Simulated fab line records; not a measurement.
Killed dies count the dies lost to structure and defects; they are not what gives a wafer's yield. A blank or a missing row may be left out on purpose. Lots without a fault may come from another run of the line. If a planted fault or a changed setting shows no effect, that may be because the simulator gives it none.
Matching of chambers :: flow sky130 :: rieDiel-04 running SKY_LI_CONTACT_ETCH_15: 4 sister chambers
The step etches PSG in C4F8/O2/Ar, stops on Si, target depth 600 nm. 8 wafers are shown with their chamber, then 9 later ones without.

EACH WAFER AND ITS CHAMBER
wafer: L082.5
chamber: 3
oesProductAu (a.u.): 0.835

wafer: L082.6
chamber: 2
oesProductAu (a.u.): 0.833

wafer: L084.2
chamber: 0
oesProductAu (a.u.): 0.832

wafer: L084.3
chamber: 2
oesProductAu (a.u.): 0.838

wafer: L084.5
chamber: 1
oesProductAu (a.u.): 0.833

wafer: L085.2
chamber: 3
oesProductAu (a.u.): 0.844

wafer: L085.3
chamber: 1
oesProductAu (a.u.): 0.837

wafer: L085.4
chamber: 0
oesProductAu (a.u.): 0.838

WAFERS WITHOUT THEIR CHAMBER
wafer: L090.3
oesProductAu (a.u.): 0.838

wafer: L090.4
oesProductAu (a.u.): 0.839

wafer: L090.5
oesProductAu (a.u.): 0.846

wafer: L096.1
oesProductAu (a.u.): 0.839

wafer: L096.2
oesProductAu (a.u.): 0.843

wafer: L096.4
oesProductAu (a.u.): 0.827

wafer: L097.1
oesProductAu (a.u.): 0.838

wafer: L097.4
oesProductAu (a.u.): 0.835

wafer: L097.5
oesProductAu (a.u.): 0.836

WHICH CHAMBER EACH WENT THROUGH
wafer: L090.3
from the rows above: can't be placed: 3 or 2 or 0 or 1
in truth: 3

wafer: L090.4
from the rows above: can't be placed: 3 or 2 or 0 or 1
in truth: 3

wafer: L090.5
from the rows above: can't be placed: 3 or 2 or 0 or 1
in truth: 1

wafer: L096.1
from the rows above: can't be placed: 3 or 2 or 0 or 1
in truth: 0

wafer: L096.2
from the rows above: can't be placed: 3 or 2 or 0 or 1
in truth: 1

wafer: L096.4
from the rows above: can't be placed: 0 or 1 or 2 or 3
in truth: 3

wafer: L097.1
from the rows above: can't be placed: 3 or 2 or 0 or 1
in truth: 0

wafer: L097.4
from the rows above: can't be placed: 0 or 1 or 2 or 3
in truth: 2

wafer: L097.5
from the rows above: can't be placed: 2 or 0 or 1 or 3
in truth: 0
Correct placement for 0 of the 9. From these rows, 9 cannot be placed; in 9 the true chamber is one of the candidates. Wrongly placed: 0.
How it was worked out, from the rows above alone: a wafer's distance from a chamber is the root of the sum, over the readings, of the square of ((its reading less the chamber's mean) divided by the reading's scatter). The wafer belongs to the nearest chamber; if the next one is less than 2 further off, it can't be placed. For every chamber, the mean is computed from those of its wafers that are shown. The scatter: the root of (the sum of the squares of (reading less its chamber's mean) over the shown wafers, divided by (wafers less chambers)).
